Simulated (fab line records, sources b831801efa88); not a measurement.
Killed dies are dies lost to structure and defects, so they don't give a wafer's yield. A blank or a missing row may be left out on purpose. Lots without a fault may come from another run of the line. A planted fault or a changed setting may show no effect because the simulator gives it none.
Chamber matching | flow gf180mcu | GF_V5_ETCH_16 on rie_diel-03: 4 sister chambers
The step etches BARC in N2/H2. 14 wafers are shown with their chamber, then 7 later ones without.

WAFERS WITH THEIR CHAMBER
wafer  | chamber | drypump_motor_current_A (A) | throttle_valve_pct (%) | oes_product_au (a.u.)
L074.3 | 1       | 5.8                         | 13.223                 | 0.851
L074.5 | 2       | 5.8                         | 13.206                 | 0.860
L074.6 | 1       | 5.8                         | 13.220                 | 0.862
L078.4 | 2       | 5.8                         | 13.225                 | 0.849
L078.5 | 0       | 6.5                         | 13.220                 | 0.845
L078.6 | 1       | 5.7                         | 13.226                 | 0.857
L080.1 | 3       | 5.4                         | 13.228                 | 0.853
L080.3 | 1       | 5.8                         | 13.221                 | 0.855
L080.5 | 1       | 5.8                         | 13.230                 | 0.852
L081.3 | 1       | 5.8                         | 13.225                 | 0.861
L081.5 | 1       | 5.8                         | 13.222                 | 0.855
L081.6 | 0       | 6.5                         | 13.221                 | 0.858
L086.3 | 2       | 5.8                         | 13.206                 | 0.860
L086.4 | 3       | 5.5                         | 13.226                 | 0.859

SIGNATURES (means of the wafers above)
reading                 | chamber 0 | chamber 1 | chamber 2 | chamber 3 | scatter within a chamber
drypump_motor_current_A | 6.500     | 5.786     | 5.800     | 5.450     | 0.0368
throttle_valve_pct      | 13.22050  | 13.22386  | 13.21233  | 13.22700  | 0.0056
oes_product_au          | 0.85150   | 0.85614   | 0.85633   | 0.85600   | 0.00537
Rule: a wafer's distance from a chamber is the root of the sum, over the readings, of the square of ((its reading less the chamber's mean) divided by the reading's scatter). The wafer belongs to the nearest chamber; if the next one is less than 2 further off, it can't be placed. The scatter: the root of (the sum of the squares of (reading less its chamber's mean) over the shown wafers, divided by (wafers less chambers)).

WAFERS WITHOUT THEIR CHAMBER
wafer  | drypump_motor_current_A (A) | throttle_valve_pct (%) | oes_product_au (a.u.)
L086.6 | 5.8                         | 13.226                 | 0.851
L088.2 | 5.8                         | 13.219                 | 0.857
L088.4 | 5.8                         | 13.230                 | 0.846
L088.5 | 5.5                         | 13.232                 | 0.849
L095.2 | 5.5                         | 13.214                 | 0.863
L095.5 | 5.4                         | 13.216                 | 0.855
L095.6 | 6.5                         | 13.238                 | 0.866

WHICH CHAMBER EACH WENT THROUGH
wafer  | from the rows above     | in truth
L086.6 | can't be placed: 1 or 2 | 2
L088.2 | can't be placed: 1 or 2 | 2
L088.4 | can't be placed: 1 or 2 | 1
L088.5 | 3                       | 3
L095.2 | 3                       | 3
L095.5 | 3                       | 3
L095.6 | 0                       | 0
Placed correctly: 4 of 7. Can't be placed from these rows: 3 (the true chamber is among the candidates in 3). Placed wrongly: 0.
